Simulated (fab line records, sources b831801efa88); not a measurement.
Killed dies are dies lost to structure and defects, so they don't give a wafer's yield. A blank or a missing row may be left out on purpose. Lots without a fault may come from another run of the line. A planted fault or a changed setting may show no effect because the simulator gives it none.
One fault seen from 2 desks | flow sky130 | each desk has only its own numbers; what lay behind them comes last

THE METROLOGY DESK
What the gauges read, lot by lot, whatever tool the lot ran on: means of the sampled wafers that have a number. A lot is out of limits, marked OUT, if its mean lies more than 4 standard deviations from the usual mean; the brackets give that distance.
Columns: A = cd_nm at SKY_VIA2_CD_MEAS_12, usual 199.8 nm
lot  | first seen here | A
L185 | day 35 22:44    | 198.3
L188 | day 36 21:58    | 200.0
L190 | day 38 23:21    | 200.4
L192 | day 39 00:43    | 198.6
L193 | day 39 03:25    | 199.9
L195 | day 39 05:13    | 199.7
L198 | day 40 05:17    | 201.2
L206 | day 43 06:24    | 198.8
L207 | day 43 06:43    | 199.2
L208 | day 43 23:46    | 199.5
This desk's finding: nothing out of limits on any of the 10 lots.

THE TOOL OWNER'S DESK: cmp-01
The tool's own readings at SKY_VIA2_CMP_02 (polishes SiO2): means of the sampled wafers that have a number, for each lot that ran on this tool. A lot is out of limits, marked OUT, if its mean lies more than 4 standard deviations from the usual mean; the brackets give that distance.
Columns: A = motor_current_A at SKY_VIA2_CMP_02, usual 11.8 A; B = retaining_ring_pressure_frac at SKY_VIA2_CMP_02, usual 1.000; C = slurry_flow_ml_min at SKY_VIA2_CMP_02, usual 150.0
lot  | first seen here | A    | B     | C
L185 | day 34 20:23    | 12.0 | 0.998 | 149.6
L188 | day 35 20:14    | 11.9 | 0.998 | 149.8
L192 | day 37 23:08    | 12.3 | 0.996 | 150.2
L193 | day 38 01:25    | 12.5 | 1.002 | 150.5
L195 | day 38 03:35    | 10.7 | 0.999 | 149.9
L198 | day 39 04:58    | 12.3 | 1.002 | 149.6
L206 | day 42 08:32    | 12.5 | 0.999 | 149.9
L208 | day 43 00:45    | 12.1 | 1.002 | 149.9
This desk's finding: nothing out of limits on any of the 8 lots.

PUT TOGETHER
The metrology desk saw nothing out of limits.
The tool owner's desk saw nothing out of limits.

WHAT THE SIMULATOR HAD PUT IN
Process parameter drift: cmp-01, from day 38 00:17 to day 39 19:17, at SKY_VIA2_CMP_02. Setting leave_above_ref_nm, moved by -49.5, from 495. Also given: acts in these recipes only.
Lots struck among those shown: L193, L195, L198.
